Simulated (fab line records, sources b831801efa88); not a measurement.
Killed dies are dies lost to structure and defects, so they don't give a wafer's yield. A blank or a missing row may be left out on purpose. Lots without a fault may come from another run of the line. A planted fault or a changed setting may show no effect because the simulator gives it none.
Chamber matching | flow gf180mcu | GF_V1_CMP_26 on cmp-02: 4 sister chambers
The step polishes, stops on SiO2, t overpolish 15 s, target thk 0 nm. 8 wafers are shown with their chamber, then 8 later ones without.

WAFERS WITH THEIR CHAMBER
wafer  | chamber | motor_current_A (A) | time_to_endpoint_s (s)
L220.6 | 1       | 11.1                | 82
L222.2 | 1       | 11.1                | 84
L222.3 | 2       | 12.8                | 85
L222.6 | 0       | 10.4                | 84
L224.4 | 0       | 11.4                | 81
L224.5 | 3       | 11.5                | 83
L224.6 | 2       | 13.2                | 83
L232.3 | 3       | 10.7                | 84

WAFERS WITHOUT THEIR CHAMBER
wafer  | motor_current_A (A) | time_to_endpoint_s (s)
L232.5 | 13.6                | 86
L232.6 | 11.7                | 88
L233.1 | 11.1                | 85
L233.3 | 10.2                | 87
L233.4 | 12.6                | 88
L237.1 | 11.0                | 86
L237.4 | 10.5                | 85
L237.6 | 11.4                | 85

WHICH CHAMBER EACH WENT THROUGH
wafer  | from the rows above               | in truth
L232.5 | 2                                 | 2
L232.6 | can't be placed: 3 or 1 or 2 or 0 | 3
L233.1 | can't be placed: 3 or 1 or 0      | 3
L233.3 | can't be placed: 3 or 1 or 0      | 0
L233.4 | can't be placed: 2 or 3 or 1      | 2
L237.1 | can't be placed: 3 or 1 or 0      | 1
L237.4 | can't be placed: 3 or 1 or 0      | 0
L237.6 | can't be placed: 3 or 1 or 0      | 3
Placed correctly: 1 of 8. Can't be placed from these rows: 7 (the true chamber is among the candidates in 7). Placed wrongly: 0.
How it was worked out, from the rows above alone: a wafer's distance from a chamber is the root of the sum, over the readings, of the square of ((its reading less the chamber's mean) divided by the reading's scatter). The wafer belongs to the nearest chamber; if the next one is less than 2 further off, it can't be placed. A chamber's mean is the mean of its shown wafers. The scatter: the root of (the sum of the squares of (reading less its chamber's mean) over the shown wafers, divided by (wafers less chambers)).
